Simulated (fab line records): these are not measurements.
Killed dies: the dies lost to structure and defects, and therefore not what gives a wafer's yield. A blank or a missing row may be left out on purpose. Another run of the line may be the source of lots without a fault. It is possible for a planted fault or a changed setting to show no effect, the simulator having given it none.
Which tool was responsible?    flow gf180mcu    Sampling: 6 lots, 18 wafers, 3 of 602 route steps

== WHAT THE GAUGES READ, wafer by wafer ==
GF_CONTACT_THK_MEAS_03.
lot   measured      on            CONTACT_CVD_02_THK (nm)
L627  day 16 07:04  filmMetro-04  868 870 854
L631  day 17 22:50  filmMetro-04  847 860 866
L634  day 19 01:11  filmMetro-01  837 859 855
L636  day 19 15:20  filmMetro-03  851 855 860
L642  day 21 15:54  filmMetro-01  852 868 857
L647  day 23 07:49  filmMetro-01  862 856 870

== TOOL THAT RAN EACH LOT (tool first, then ch and the chambers of the sampled wafers, then the start) ==
lot   GF_SAB_ETCH_11                     GF_SALICIDE_SPUTTER_02
L627  rieDiel-04 ch 0,1,3, day 16 06:00  pvdSputter-02, day 16 06:20
L631  rieDiel-01 ch 0,2,3, day 17 21:46  pvdSputter-01, day 17 22:07
L634  rieDiel-02 ch 1,2,3, day 19 00:09  pvdSputter-04, day 19 00:29
L636  rieDiel-04 ch 0,2,3, day 19 14:18  pvdSputter-04, day 19 14:38
L642  rieDiel-01 ch 0,1, day 21 14:51    pvdSputter-04, day 21 15:12
L647  rieDiel-01 ch 1,2,3, day 23 06:38  pvdSputter-04, day 23 06:59
- GF_SAB_ETCH_11: etches SiO2 in C4F8/O2/Ar, target depth 55 nm, time 8.5 s.
- GF_SALICIDE_SPUTTER_02: material Co, target thk 10 nm, time 20 s.

== THE ANSWER, worked out from the rows above alone ==
Rule: usual is defined by the lots themselves. The widest of any qualifying gaps counts: lots, ordered by their means at a reading, are off when they make up no more than a third of the lots, leave a main group of 4 or more, and stand apart from it by 3 or more times the standard deviation of that group's means. Not used: any main group whose means are identical at the precision the tables above print for the reading. Also off: a lot with no number at a reading for which 4 or more lots have one. All remaining lots with rows at the step are treated as sound.
None of the lots is off at any reading shown; this tells nothing.

== WHAT THE SIMULATOR PUT IN ==
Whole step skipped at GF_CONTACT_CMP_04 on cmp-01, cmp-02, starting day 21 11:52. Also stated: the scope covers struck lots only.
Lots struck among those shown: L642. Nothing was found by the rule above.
